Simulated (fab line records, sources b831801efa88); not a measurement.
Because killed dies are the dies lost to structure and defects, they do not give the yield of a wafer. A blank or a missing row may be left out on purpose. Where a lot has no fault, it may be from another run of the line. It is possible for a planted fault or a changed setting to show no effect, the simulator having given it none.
Which tool is to blame? | flow gf180mcu | 39 wafers from 13 lots sampled at 6 of the route's 602 steps

## WHAT THE GAUGES READ, wafer by wafer
GF_PSD_TW_MEAS_11.
lot  | measured     | on           | PSD_TW
L688 | day 14 03:48 | filmMetro-04 | 3178 3179 3198
L690 | day 14 22:08 | filmMetro-03 | 3141 3148 3124
L691 | day 15 08:01 | filmMetro-03 | 3130 3138 3135
L693 | day 16 00:44 | filmMetro-03 | 3122 3135 3125
L694 | day 16 05:27 | filmMetro-01 | 3170 3170 3183
L695 | day 16 20:26 | filmMetro-03 | 3132 3145 3123
L697 | day 17 10:32 | filmMetro-04 | 3192 3185 3188
L702 | day 19 07:41 | filmMetro-04 | 30 30 30
L704 | day 19 18:43 | filmMetro-03 | 3128 3106 3111
L705 | day 20 05:02 | filmMetro-01 | 3193 3187 3185
L706 | day 20 11:49 | filmMetro-03 | 3130 3126 3133
L707 | day 20 22:46 | filmMetro-03 | 3125 3129 3124
L708 | day 21 09:07 | filmMetro-03 | 3141 3117 3127

GF_SAB_CD_MEAS_09 targets a cd of 420 nm.
lot  | measured     | on       | cdNm (nm)
L688 | day 15 00:39 | cdSem-01 | 418.0 419.8 419.7
L690 | day 15 20:14 | cdSem-02 | 419.1 418.1 416.6
L691 | day 16 05:46 | cdSem-02 | 418.7 418.1 419.7
L693 | day 16 23:35 | cdSem-02 | 420.4 421.7 422.1
L694 | day 17 04:16 | cdSem-01 | 417.2 415.1 419.0
L695 | day 17 20:14 | cdSem-02 | 417.3 418.9 418.3
L697 | day 18 11:28 | cdSem-02 | 423.2 424.8 422.9
L702 | day 20 07:29 | cdSem-01 | 422.3 422.4 422.4
L704 | day 20 19:25 | cdSem-01 | 425.2 421.5 420.8
L705 | day 21 05:17 | cdSem-02 | 417.7 420.6 418.1
L706 | day 21 12:47 | cdSem-01 | 419.5 418.5 421.6
L707 | day 21 22:05 | cdSem-01 | 421.9 421.6 418.5
L708 | day 22 08:47 | cdSem-01 | 420.5 420.2 420.4

## WHAT TOOL EACH LOT RAN ON (gives the tool, then ch and the chambers of the sampled wafers, and finally the start)
lot  | GF_HV_LDD_RTA_52                | GF_NSD_STRIP_11                     | GF_PSD_STRIP_10                     | GF_PSD_RTA_13
L688 | rtpAnneal-02 ch 0, day 12 09:01 | plasmaAsher-01 ch 0,1, day 13 07:53 | plasmaAsher-01 ch 0,1, day 14 03:41 | rtpAnneal-02 ch 0, day 14 03:55
L690 | rtpAnneal-01 ch 0, day 13 01:39 | plasmaAsher-04 ch 0,1, day 14 01:14 | plasmaAsher-01 ch 0,1, day 14 22:02 | rtpAnneal-01 ch 0, day 14 22:15
L691 | rtpAnneal-01 ch 0, day 13 10:31 | plasmaAsher-03 ch 0,1, day 14 11:29 | plasmaAsher-02 ch 0,1, day 15 07:55 | rtpAnneal-01 ch 0, day 15 08:08
L693 | rtpAnneal-01 ch 0, day 14 02:54 | plasmaAsher-01 ch 0,1, day 15 02:32 | plasmaAsher-01 ch 1, day 16 00:38   | rtpAnneal-02 ch 0, day 16 00:51
L694 | rtpAnneal-02 ch 0, day 14 06:37 | plasmaAsher-04 ch 0,1, day 15 07:16 | plasmaAsher-01 ch 0,1, day 16 05:22 | rtpAnneal-01 ch 0, day 16 05:35
L695 | rtpAnneal-01 ch 0, day 14 21:42 | plasmaAsher-01 ch 0,1, day 15 22:11 | plasmaAsher-04 ch 0,1, day 16 20:20 | rtpAnneal-02 ch 0, day 16 20:33
L697 | rtpAnneal-01 ch 0, day 15 10:46 | plasmaAsher-03 ch 0,1, day 16 11:46 | plasmaAsher-04 ch 0,1, day 17 10:28 | rtpAnneal-01 ch 0, day 17 10:40
L702 | rtpAnneal-01 ch 0, day 17 04:38 | plasmaAsher-03 ch 0,1, day 18 07:26 | plasmaAsher-01 ch 0,1, day 19 07:35 | rtpAnneal-02 ch 0, day 19 07:48
L704 | rtpAnneal-01 ch 0, day 17 15:46 | plasmaAsher-03 ch 0,1, day 18 18:10 | plasmaAsher-01 ch 0,1, day 19 18:37 | rtpAnneal-01 ch 0, day 19 18:52
L705 | rtpAnneal-02 ch 0, day 18 00:33 | plasmaAsher-03 ch 0,1, day 19 03:44 | plasmaAsher-01 ch 0, day 20 04:55   | rtpAnneal-02 ch 0, day 20 05:09
L706 | rtpAnneal-01 ch 0, day 18 07:08 | plasmaAsher-03 ch 0,1, day 19 10:56 | plasmaAsher-01 ch 0,1, day 20 11:43 | rtpAnneal-01 ch 0, day 20 11:56
L707 | rtpAnneal-01 ch 0, day 18 18:26 | plasmaAsher-01 ch 0,1, day 19 21:44 | plasmaAsher-01 ch 0,1, day 20 22:40 | rtpAnneal-01 ch 0, day 20 22:53
L708 | rtpAnneal-01 ch 0, day 19 04:26 | plasmaAsher-03 ch 0,1, day 20 08:40 | plasmaAsher-01 ch 0,1, day 21 09:01 | rtpAnneal-01 ch 0, day 21 09:14
- GF_HV_LDD_RTA_52: time 10 s.
- GF_NSD_STRIP_11: strips in O2/N2.
- GF_PSD_STRIP_10: strips in O2/N2.
- GF_PSD_RTA_13: time 20 s.

## WHAT THE TOOLS THEMSELVES READ (means of the sampled wafers that have a number; where no wafer has one, the mark that the record gives instead)
GF_HV_LDD_RTA_52.
lot  | tool         | lampPowerPct (%) | wafer_temp_C_max
L688 | rtpAnneal-02 | 29               | 1004.9
L690 | rtpAnneal-01 | 36               | 1009.0
L691 | rtpAnneal-01 | 36               | 1006.1
L693 | rtpAnneal-01 | 36               | 1008.3
L694 | rtpAnneal-02 | 29               | 1005.5
L695 | rtpAnneal-01 | 36               | 1006.9
L697 | rtpAnneal-01 | 36               | 1009.5
L702 | rtpAnneal-01 | 36               | 1007.1
L704 | rtpAnneal-01 | 36               | 1008.8
L705 | rtpAnneal-02 | 29               | 1006.8
L706 | rtpAnneal-01 | 36               | 1008.4
L707 | rtpAnneal-01 | 36               | 1007.5
L708 | rtpAnneal-01 | 36               | 1007.0

GF_NSD_STRIP_11.
lot  | tool           | chamberPressureMTorr (mTorr) | drypumpMotorCurrentA (A) | heaterPowerW (W) | oesProductAu (a.u.) | stripTimeToEndpointS (s)
L688 | plasmaAsher-01 | 1501.5                       | 5.9                      | 313              | 0.487               | 22.92
L690 | plasmaAsher-04 | 1500.3                       | 5.4                      | 354              | 0.485               | 23.00
L691 | plasmaAsher-03 | 1501.0                       | 5.8                      | 347              | 0.483               | 22.93
L693 | plasmaAsher-01 | 1500.7                       | 5.9                      | 319              | 0.489               | 22.97
L694 | plasmaAsher-04 | 1500.1                       | 5.3                      | 353              | 0.484               | 22.99
L695 | plasmaAsher-01 | 1499.5                       | 5.9                      | 320              | 0.488               | 22.95
L697 | plasmaAsher-03 | 1499.3                       | 6.2                      | 321              | 0.485               | 23.00
L702 | plasmaAsher-03 | -                            | -                        | -                | -                   | -
L704 | plasmaAsher-03 | 1499.8                       | 5.8                      | 341              | 0.487               | 23.01
L705 | plasmaAsher-03 | 1500.9                       | 5.8                      | 343              | 0.489               | 22.98
L706 | plasmaAsher-03 | 1499.1                       | 6.2                      | 319              | 0.494               | 22.96
L707 | plasmaAsher-01 | 1500.3                       | 5.9                      | 331              | 0.489               | 23.00
L708 | plasmaAsher-03 | 1500.5                       | 5.8                      | 341              | 0.490               | 23.00

GF_PSD_STRIP_10.
lot  | tool           | chamberPressureMTorr (mTorr) | drypumpMotorCurrentA (A) | heaterPowerW (W) | oesProductAu (a.u.) | stripTimeToEndpointS (s)
L688 | plasmaAsher-01 | 1498.5                       | 5.9                      | 321              | 0.597               | 16.47
L690 | plasmaAsher-01 | 1499.9                       | 5.9                      | 317              | 0.593               | 16.54
L691 | plasmaAsher-02 | 1501.7                       | 5.2                      | 326              | 0.591               | 16.52
L693 | plasmaAsher-01 | 1501.0                       | 6.0                      | 348              | 0.593               | 16.59
L694 | plasmaAsher-01 | 1499.3                       | 5.9                      | 317              | 0.595               | 16.55
L695 | plasmaAsher-04 | 1500.1                       | 5.4                      | 352              | 0.591               | 16.47
L697 | plasmaAsher-04 | 1499.6                       | 5.3                      | 359              | 0.593               | 16.53
L702 | plasmaAsher-01 | 1499.8                       | 5.9                      | 319              | 0.660               | 31.47
L704 | plasmaAsher-01 | 1501.0                       | 5.9                      | 334              | 0.592               | 16.49
L705 | plasmaAsher-01 | 1501.2                       | 5.8                      | 304              | 0.590               | 16.56
L706 | plasmaAsher-01 | 1499.5                       | 5.9                      | 328              | 0.592               | 16.55
L707 | plasmaAsher-01 | 1499.0                       | 5.9                      | 332              | 0.592               | 16.52
L708 | plasmaAsher-01 | 1502.0                       | 5.9                      | 319              | 0.591               | 16.50

GF_PSD_RTA_13.
lot  | tool         | lampPowerPct (%) | wafer_temp_C_max
L688 | rtpAnneal-02 | 30               | 1030.3
L690 | rtpAnneal-01 | 38               | 1031.9
L691 | rtpAnneal-01 | 38               | 1033.4
L693 | rtpAnneal-02 | 30               | 1030.4
L694 | rtpAnneal-01 | 38               | 1033.5
L695 | rtpAnneal-02 | 30               | 1030.1
L697 | rtpAnneal-01 | 38               | 1032.5
L702 | rtpAnneal-02 | 30               | 1030.0
L704 | rtpAnneal-01 | 38               | 1033.9
L705 | rtpAnneal-02 | 30               | 1030.3
L706 | rtpAnneal-01 | 38               | 1032.4
L707 | rtpAnneal-01 | 38               | 1032.5
L708 | rtpAnneal-01 | 38               | 1033.0

## THE ANSWER, worked out from the rows above alone
Rule: the lots themselves supply what counts as usual. Put in order of their means at a reading, lots are off if they are a third of the lots or fewer, leave a main group of 4 or more, and stand apart from it by a gap of 3 or more times the standard deviation of the main group's means; of several such gaps the widest counts. A main group whose means are all the same, to the digits that the tables above print for the reading, isn't used. Also off: a lot with no number at a reading for which 4 or more lots have one. Where the step has rows for the other lots, those lots are counted as sound. Order of review: gauges by route order, followed by the tools' own readings, for which a lot's mean as printed above is used. The first step at which some lot is off is used, and at that step the reading that is off furthest; a lot without a number counts as furthest.
Off: at GF_PSD_TW_MEAS_11 (PSD_TW), L702. For the main group the mean is 3147 and the standard deviation 27.
A tool fits if, at a process step before that reading, it ran every lot that is off, and no sound lot after the first of them. The gauges at GF_PSD_TW_MEAS_11 aren't tried: what is off there is off at GF_NSD_STRIP_11 too, on other tools, and a gauge's error can't cause that. Of those tried, none fits.

## WHAT WAS PUT IN BY THE SIMULATOR
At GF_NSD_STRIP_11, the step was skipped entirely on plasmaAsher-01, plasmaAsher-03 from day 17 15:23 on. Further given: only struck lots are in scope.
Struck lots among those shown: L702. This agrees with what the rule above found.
